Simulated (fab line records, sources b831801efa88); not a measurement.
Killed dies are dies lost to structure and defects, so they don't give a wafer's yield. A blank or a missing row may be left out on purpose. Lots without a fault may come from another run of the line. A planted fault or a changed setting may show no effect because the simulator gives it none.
Which tool did it? | flow sky130 | 13 lots, 39 wafers sampled, at 4 steps of a route of 708

WHAT THE GAUGES READ, wafer by wafer
SKY_CONTACT_THK_MEAS_26: measures by xrf. Usual: CONTACT_W_THK 341 nm, standard deviation 7.5.
lot  | measured     | on            | CONTACT_W_THK (nm) | flag
L269 | day 31 18:21 | film_metro-03 | 329 337 328        |
L273 | day 33 20:08 | film_metro-03 | 337 331 335        |
L274 | day 34 04:47 | film_metro-03 | 337 340 336        |
L276 | day 34 13:47 | film_metro-01 | 345 349 343        |
L275 | day 34 14:46 | film_metro-02 | 334 343 340        |
L277 | day 35 05:52 | film_metro-03 | 331 332 328        |
L279 | day 35 09:15 | film_metro-01 | 353 354 348        |
L281 | day 35 22:11 | film_metro-01 | 349 351 346        |
L286 | day 37 07:11 | film_metro-03 | 334 346 336        |
L287 | day 37 11:12 | film_metro-01 | 343 355 342        |
L289 | day 38 06:13 | film_metro-01 | 346 344 347        |
L290 | day 38 19:39 | film_metro-01 | 339 347 351        |
L292 | day 38 21:55 | film_metro-01 | 338 351 346        |

SKY_METAL1_CD_MEAS_15: target cd 140 nm. Usual: cd_nm 139.3 nm, standard deviation 1.6.
lot  | measured     | on        | cd_nm (nm)        | flag
L269 | day 32 22:17 | cd_sem-01 | 139.2 140.0 139.8 |
L273 | day 34 22:52 | cd_sem-02 | 138.7 138.8 139.5 |
L274 | day 35 07:44 | cd_sem-02 | 136.8 137.6 136.1 |
L276 | day 35 15:28 | cd_sem-01 | 141.7 141.4 141.3 |
L275 | day 35 17:16 | cd_sem-02 | 139.4 137.9 138.4 |
L277 | day 36 09:13 | cd_sem-01 | 140.3 140.6 141.2 |
L279 | day 36 12:16 | cd_sem-02 | 141.4 141.2 141.8 |
L281 | day 37 00:26 | cd_sem-02 | 141.5 141.6 142.5 |
L286 | day 38 09:42 | cd_sem-01 | 139.0 139.8 139.9 |
L287 | day 38 13:21 | cd_sem-02 | 139.9 137.8 137.8 |
L289 | day 39 07:56 | cd_sem-01 | 138.2 138.9 136.9 |
L290 | day 39 20:52 | cd_sem-01 | 137.9 138.5 138.6 |
L292 | day 39 23:19 | cd_sem-01 | 137.6 137.0 137.6 |

WHICH TOOL RAN EACH LOT (tool, then ch and the chambers of the sampled wafers, then the start)
lot  | SKY_LDD_N_STRIP_16                   | SKY_CONTACT_ETCH_16
L269 | plasma_asher-01 ch 0,1, day 17 15:14 | rie_diel-01 ch 0,1,3, day 31 17:20
L273 | plasma_asher-01 ch 0,1, day 20 03:32 | rie_diel-01 ch 0,3, day 33 19:07
L274 | plasma_asher-04 ch 0,1, day 20 16:28 | rie_diel-03 ch 0,2,3, day 34 03:44
L276 | plasma_asher-01 ch 0,1, day 20 20:38 | rie_diel-01 ch 1,3, day 34 12:43
L275 | plasma_asher-04 ch 0,1, day 21 00:26 | rie_diel-03 ch 0,1,2, day 34 13:43
L277 | plasma_asher-01 ch 0,1, day 21 20:04 | rie_diel-03 ch 0,1, day 35 04:49
L279 | plasma_asher-04 ch 0, day 22 01:20   | rie_diel-03 ch 1,2, day 35 08:11
L281 | plasma_asher-04 ch 0,1, day 22 13:20 | rie_diel-03 ch 0,1, day 35 21:08
L286 | plasma_asher-01 ch 0,1, day 24 06:41 | rie_diel-01 ch 0,1, day 37 06:10
L287 | plasma_asher-01 ch 0,1, day 24 09:44 | rie_diel-03 ch 0,1,3, day 37 10:08
L289 | plasma_asher-04 ch 0,1, day 25 09:22 | rie_diel-04 ch 2,3, day 38 05:11
L290 | plasma_asher-02 ch 0,1, day 25 18:49 | rie_diel-04 ch 1,2,3, day 38 18:38
L292 | plasma_asher-04 ch 0,1, day 26 01:01 | rie_diel-03 ch 0,1, day 38 20:53
- SKY_LDD_N_STRIP_16: strips in O2/N2.
- SKY_CONTACT_ETCH_16: etches BARC in N2/H2, stops on SiO2, time 45.9 s, target depth 60 nm.

WHAT THE TOOLS THEMSELVES READ (means of the sampled wafers that have a number; where no wafer has one, the mark that the record gives instead)
SKY_LDD_N_STRIP_16. Usual: drypump_motor_current_A 5.77 A, standard deviation 0.08; oes_product_au 0.407 a.u., standard deviation 0.0045; strip_time_to_endpoint_s 4.326 s, standard deviation 0.014.
lot  | tool            | drypump_motor_current_A (A) | oes_product_au (a.u.) | strip_time_to_endpoint_s (s) | flag
L269 | plasma_asher-01 | 5.81                        | 0.407                 | 4.324                        |
L273 | plasma_asher-01 | 5.80                        | 0.409                 | 4.312                        |
L274 | plasma_asher-04 | 5.79                        | 0.409                 | 4.343                        |
L276 | plasma_asher-01 | 5.80                        | 0.407                 | 4.325                        |
L275 | plasma_asher-04 | 5.78                        | 0.410                 | 4.318                        |
L277 | plasma_asher-01 | 5.82                        | 0.410                 | 4.333                        |
L279 | plasma_asher-04 | 5.70                        | 0.405                 | 4.310                        |
L281 | plasma_asher-04 | 5.75                        | 0.406                 | 4.335                        |
L286 | plasma_asher-01 | 5.81                        | 0.412                 | 4.328                        |
L287 | plasma_asher-01 | 5.80                        | 0.411                 | 4.323                        |
L289 | plasma_asher-04 | 5.73                        | 0.402                 | 4.321                        |
L290 | plasma_asher-02 | 5.66                        | 0.409                 | 4.324                        |
L292 | plasma_asher-04 | 5.74                        | 0.408                 | 4.340                        |

SKY_CONTACT_ETCH_16. Usual: drypump_motor_current_A 5.5 A, standard deviation 0.59; oes_product_au 0.855 a.u., standard deviation 0.0043; throttle_valve_pct 13.226 %, standard deviation 0.0089.
lot  | tool        | drypump_motor_current_A (A) | oes_product_au (a.u.) | throttle_valve_pct (%) | flag
L269 | rie_diel-01 | 5.7                         | 0.857                 | 13.227                 |
L273 | rie_diel-01 | 5.8                         | 0.854                 | 13.225                 |
L274 | rie_diel-03 | 5.4                         | 0.853                 | 13.229                 |
L276 | rie_diel-01 | 5.3                         | 0.854                 | 13.227                 |
L275 | rie_diel-03 | 5.0                         | 0.853                 | 13.223                 |
L277 | rie_diel-03 | 4.7                         | 0.856                 | 13.227                 |
L279 | rie_diel-03 | 5.0                         | 0.858                 | 13.221                 |
L281 | rie_diel-03 | 4.7                         | 0.857                 | 13.223                 |
L286 | rie_diel-01 | 5.6                         | 0.852                 | 13.234                 |
L287 | rie_diel-03 | 5.1                         | 0.852                 | 13.230                 |
L289 | rie_diel-04 | 6.2                         | 0.852                 | 13.232                 |
L290 | rie_diel-04 | 6.1                         | 0.855                 | 13.225                 |
L292 | rie_diel-03 | 4.7                         | 0.852                 | 13.220                 |

THE ANSWER, worked out from the rows above alone
Rule: a lot is off if the mean of its wafers that have a number lies more than 3 standard deviations from the usual mean. A lot without any number at a reading at which 4 lots or more have one is off too. The other lots that the step has rows for count as sound. The gauges are gone through in route order, then the tools' own readings, and for those a lot's mean is taken as printed above. The first step at which some lot is off is used, and at that step the reading that is off furthest; a lot without a number counts as furthest.
No lot is off at any reading shown: from this, nothing can be told.

WHAT THE SIMULATOR HAD PUT IN
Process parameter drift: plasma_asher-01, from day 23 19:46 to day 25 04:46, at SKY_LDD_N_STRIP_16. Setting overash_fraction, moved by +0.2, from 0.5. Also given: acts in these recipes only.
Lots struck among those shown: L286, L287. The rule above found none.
